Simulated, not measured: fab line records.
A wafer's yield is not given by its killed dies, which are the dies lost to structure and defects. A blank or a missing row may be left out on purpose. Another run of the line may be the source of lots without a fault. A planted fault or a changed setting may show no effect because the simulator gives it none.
Split-lot trial / flow sky130 / 5 lots, 23 wafers read, on a route of 708 steps

## ABOUT THE SPLIT
At SKY_FIELD_ISO_EXPOSE_10 (exposes mask FOM, target cd 150 nm), the setting dose mj was moved away from the recipe's 28 on 10 of the 23 wafers read, by -5.5% to +3.2%. For the rest of the wafers, this setting stayed at what the recipe calls for.

## FROM THE SPLIT TO THE READING: what the file shows between them, 2 steps
- SKY_FIELD_ISO_PEB_11
- SKY_FIELD_ISO_DEVELOP_12: develop time 60 s

## THE READING
Shown in nm: cd nm at SKY_FIELD_ISO_CD_MEAS_13, with target cd 150 nm. On this fab line, fault-free wafers typically give 150.0 nm with a standard deviation of 1.6 nm.

wafer=L074.1; tool, chamber at the split=krf scanner-01, 0; dose mj as run=28; against the recipe=recipe; cd nm, nm=148.1; against lot-mates on the recipe=-
wafer=L074.3; tool, chamber at the split=krf scanner-01, 0; dose mj as run=26.71; against the recipe=-4.6%; cd nm, nm=156.6; against lot-mates on the recipe=+8.4
wafer=L074.4; tool, chamber at the split=krf scanner-01, 0; dose mj as run=26.71; against the recipe=-4.6%; cd nm, nm=157.2; against lot-mates on the recipe=+9.0
wafer=L074.5; tool, chamber at the split=krf scanner-01, 0; dose mj as run=26.71; against the recipe=-4.6%; cd nm, nm=157.0; against lot-mates on the recipe=+8.8
wafer=L074.6; tool, chamber at the split=krf scanner-01, 0; dose mj as run=28; against the recipe=recipe; cd nm, nm=148.3; against lot-mates on the recipe=-
wafer=L079.1; tool, chamber at the split=krf scanner-02, 0; dose mj as run=28; against the recipe=recipe; cd nm, nm=148.8; against lot-mates on the recipe=-
wafer=L079.3; tool, chamber at the split=krf scanner-02, 0; dose mj as run=28; against the recipe=recipe; cd nm, nm=148.2; against lot-mates on the recipe=-
wafer=L079.4; tool, chamber at the split=krf scanner-02, 0; dose mj as run=26.81; against the recipe=-4.3%; cd nm, nm=157.6; against lot-mates on the recipe=+9.1
wafer=L079.5; tool, chamber at the split=krf scanner-02, 0; dose mj as run=26.81; against the recipe=-4.3%; cd nm, nm=158.1; against lot-mates on the recipe=+9.6
wafer=L079.6; tool, chamber at the split=krf scanner-02, 0; dose mj as run=26.81; against the recipe=-4.3%; cd nm, nm=158.3; against lot-mates on the recipe=+9.8
wafer=L081.2; tool, chamber at the split=krf scanner-02, 0; dose mj as run=26.47; against the recipe=-5.5%; cd nm, nm=163.6; against lot-mates on the recipe=+11.2
wafer=L081.3; tool, chamber at the split=krf scanner-02, 0; dose mj as run=28; against the recipe=recipe; cd nm, nm=152.1; against lot-mates on the recipe=-
wafer=L081.4; tool, chamber at the split=krf scanner-02, 0; dose mj as run=26.47; against the recipe=-5.5%; cd nm, nm=164.6; against lot-mates on the recipe=+12.2
wafer=L081.5; tool, chamber at the split=krf scanner-02, 0; dose mj as run=28; against the recipe=recipe; cd nm, nm=152.8; against lot-mates on the recipe=-
wafer=L081.6; tool, chamber at the split=krf scanner-02, 0; dose mj as run=28; against the recipe=recipe; cd nm, nm=152.4; against lot-mates on the recipe=-
wafer=L084.1; tool, chamber at the split=krf scanner-01, 0; dose mj as run=28; against the recipe=recipe; cd nm, nm=152.3; against lot-mates on the recipe=-
wafer=L084.2; tool, chamber at the split=krf scanner-01, 0; dose mj as run=28; against the recipe=recipe; cd nm, nm=152.9; against lot-mates on the recipe=-
wafer=L084.4; tool, chamber at the split=krf scanner-01, 0; dose mj as run=28.9; against the recipe=+3.2%; cd nm, nm=145.3; against lot-mates on the recipe=-6.8
wafer=L084.5; tool, chamber at the split=krf scanner-01, 0; dose mj as run=28.9; against the recipe=+3.2%; cd nm, nm=146.8; against lot-mates on the recipe=-5.3
wafer=L084.6; tool, chamber at the split=krf scanner-01, 0; dose mj as run=28; against the recipe=recipe; cd nm, nm=151.2; against lot-mates on the recipe=-
wafer=L085.2; tool, chamber at the split=krf scanner-01, 0; dose mj as run=28; against the recipe=recipe; cd nm, nm=151.7; against lot-mates on the recipe=-
wafer=L085.3; tool, chamber at the split=krf scanner-01, 0; dose mj as run=28; against the recipe=recipe; cd nm, nm=150.7; against lot-mates on the recipe=-
wafer=L085.6; tool, chamber at the split=krf scanner-01, 0; dose mj as run=28; against the recipe=recipe; cd nm, nm=150.1; against lot-mates on the recipe=-

THE FIT
A straight line over all 23 wafers: cd nm changes by -1.77 nm for each +1% of dose mj; r = -0.92; the points scatter about the line by 2 nm.
The same after taking each lot's own level away (the mean of its wafers on the recipe; 23 wafers): -2.04 nm for each +1%; r = -0.99; scatter 0.67 nm.
That fit puts the effect of the largest move of dose mj on the reading at 11 nm.
The span of the lots' own levels, 148.20 to 152.43 nm, comes to 2.6 times the standard deviation stated above.
So the slope is not independent of the lot-to-lot level: the two fits are not the same.
Check: with one of the wafers moved furthest among these (-5.5%) left out of the fit, the line predicts +11.3 nm for it against its lot-mates. Against them it came out at +11.2 nm.

## THESE WAFERS: OTHER SPLITS
Before the reading, these wafers also passed through other splits. Each is held against what the fit with the lots' levels taken away leaves over:
other split on the same wafers=SKY_FIELD_ISO_OXIDATION_01 ox time s; wafers away from the commonest value=15; r with cd nm (lot level and that fit taken away)=+0.37
other split on the same wafers=SKY_FIELD_ISO_CVD_03 pressure mtorr; wafers away from the commonest value=15; r with cd nm (lot level and that fit taken away)=+0.19

## THE WHOLE CHAIN: every reading that the file lists as answering this split, in the file's order
step=SKY_FIELD_ISO_DEVELOP_12; what it does=develop time 60 s; reading=FIELD_ISO.cd nm (the simulator's own value, which no gauge read); change (the file's fit)=-2.04 nm for each +1% of the setting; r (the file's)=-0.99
step=SKY_FIELD_ISO_CD_MEAS_13; what it does=target cd 150 nm; reading=cd nm; change (the file's fit)=-2.06 nm for each +1% of the setting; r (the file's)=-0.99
step=SKY_FIELD_ISO_ETCH_14; what it does=etches BARC in N2/H2, stops on SiO2, time 45.9 s, target depth 60 nm; reading=FIELD_ISO.cd nm (the simulator's own value, which no gauge read); change (the file's fit)=-2.11 nm for each +1% of the setting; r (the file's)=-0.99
step=SKY_FIELD_ISO_ETCH_17; what it does=etches Si in HBr/Cl2/O2, target depth 342 nm, time 97.7 s; reading=FIELD_ISO.cd nm (the simulator's own value, which no gauge read); change (the file's fit)=-1.95 nm for each +1% of the setting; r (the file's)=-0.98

## FILE'S OWN FIT
cd nm changes by -2.06 nm for each +1% of dose mj, r = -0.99.
